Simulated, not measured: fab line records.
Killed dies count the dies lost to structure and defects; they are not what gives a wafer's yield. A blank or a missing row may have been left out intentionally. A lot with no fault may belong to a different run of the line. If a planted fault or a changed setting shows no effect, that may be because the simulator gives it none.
Which of the tools did it? | flow sky130 | 7 lots (21 wafers sampled), 1 step of a 708-step route

WHAT THE GAUGES SHOWED, per wafer
SKY_POLY_GATE_CD_MEAS_22.
lot  | measured     | on        | cd nm (nm)
L639 | day 17 23:01 | cd sem-01 | 147.7 150.8 152.5
L641 | day 19 09:06 | cd sem-02 | 150.7 152.1 150.7
L643 | day 19 16:19 | cd sem-01 | 148.7 149.1 147.5
L645 | day 19 21:48 | cd sem-01 | 150.3 150.0 151.6
L647 | day 21 01:43 | cd sem-02 | 148.6 150.2 149.6
L655 | day 23 18:34 | cd sem-02 | 151.3 150.9 150.4
L657 | day 24 09:00 | cd sem-01 | 153.2 152.7 152.7

EACH LOT AND THE TOOL THAT RAN IT (in order: tool; ch and the chambers of the sampled wafers; start)
Record: no process step prior to these readings.

THE ANSWER, worked out from the rows above alone
Rule: the usual values come from the lots themselves. Put in order of their means at a reading, lots are off if they are a third of the lots or fewer, leave a main group of 4 or more, and stand apart from it by a gap of 3 or more times the standard deviation of the main group's means; of several such gaps the widest counts. The tables above print the reading to a certain number of digits; a main group whose means all agree to those digits is not used. Also off: a lot with no number at a reading for which 4 or more lots have one. The other lots that the step has rows for count as sound.
Across all readings shown, no lot is off: no conclusion can be drawn from this.

WHAT HAD BEEN PUT IN BY THE SIMULATOR
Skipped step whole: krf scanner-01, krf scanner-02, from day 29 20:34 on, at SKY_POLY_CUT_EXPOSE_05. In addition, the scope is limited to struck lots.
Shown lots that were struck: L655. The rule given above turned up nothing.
